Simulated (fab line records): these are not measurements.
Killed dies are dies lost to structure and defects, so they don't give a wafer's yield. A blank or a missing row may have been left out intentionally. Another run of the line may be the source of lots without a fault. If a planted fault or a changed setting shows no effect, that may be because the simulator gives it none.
The tool behind it: which one? | flow sky130 | 7 lots with 21 wafers sampled at 3 steps, on a route of 708 steps

== WHAT THE GAUGES READ, wafer by wafer ==
SKY_VT_ADJUST_HVTR_CD_MEAS_07: the cd target is 380 nm.
lot  | measured     | on        | cd_nm (nm)
L279 | day 10 00:49 | cd_sem-02 | 380.8 379.4 378.3
L283 | day 11 05:08 | cd_sem-01 | 379.9 380.9 382.0
L285 | day 11 21:20 | cd_sem-02 | 378.0 378.1 379.3
L288 | day 12 17:10 | cd_sem-02 | 381.9 383.3 384.5
L290 | day 13 07:04 | cd_sem-01 | 381.0 381.9 381.0
L296 | day 15 11:58 | cd_sem-01 | 378.1 379.3 379.8
L299 | day 16 07:14 | cd_sem-01 | - - -

== WHICH TOOL RAN EACH LOT (tool, then ch and the chambers of the sampled wafers, then the start) ==
lot  | SKY_VT_ADJUST_LVTN_STRIP_20          | SKY_VT_ADJUST_HVTR_DEVELOP_06
L279 | plasma_asher-03 ch 0,1, day 8 05:25  | litho_track-01 ch 0, day 10 00:40
L283 | plasma_asher-02 ch 0,1, day 9 08:55  | litho_track-03 ch 0, day 11 04:59
L285 | plasma_asher-02 ch 0,1, day 9 23:28  | litho_track-03 ch 0, day 11 21:11
L288 | plasma_asher-03 ch 0,1, day 10 17:55 | litho_track-01 ch 0, day 12 17:01
L290 | plasma_asher-02 ch 0, day 11 05:58   | litho_track-01 ch 0, day 13 06:55
L296 | plasma_asher-02 ch 0,1, day 13 06:40 | litho_track-01 ch 0, day 15 11:41
L299 | plasma_asher-04 ch 0, day 14 01:10   | litho_track-01 ch 0, day 16 07:05
- SKY_VT_ADJUST_LVTN_STRIP_20: strips in O2/N2.
- SKY_VT_ADJUST_HVTR_DEVELOP_06: develop time 60 s.

== THE ANSWER, worked out from the rows above alone ==
Rule: what is usual is taken from the lots themselves. The widest of any qualifying gaps counts: lots, ordered by their means at a reading, are off when they make up no more than a third of the lots, leave a main group of 4 or more, and stand apart from it by 3 or more times the standard deviation of that group's means. If all means in a main group match to the digits the tables above print for the reading, that group is not used. Also off: a lot with no number at a reading for which 4 or more lots have one. All remaining lots with rows at the step are treated as sound.
Off, at SKY_VT_ADJUST_HVTR_CD_MEAS_07 on cd_nm: L299. Without a number there: L299. For the main group the mean is 380.4 nm and the standard deviation 1.6.
If a tool, at a process step before that reading, ran all the lots that are off and no sound lot after the first of them, it fits. Those tools and the gauges at SKY_VT_ADJUST_HVTR_CD_MEAS_07 are tried in the same way. Can't be told from this: 3 tools fit, plasma_asher-04 at SKY_VT_ADJUST_LVTN_STRIP_20, litho_track-01 at SKY_VT_ADJUST_HVTR_DEVELOP_06, cd_sem-01 at SKY_VT_ADJUST_HVTR_CD_MEAS_07.

== WHAT THE SIMULATOR HAD PUT IN ==
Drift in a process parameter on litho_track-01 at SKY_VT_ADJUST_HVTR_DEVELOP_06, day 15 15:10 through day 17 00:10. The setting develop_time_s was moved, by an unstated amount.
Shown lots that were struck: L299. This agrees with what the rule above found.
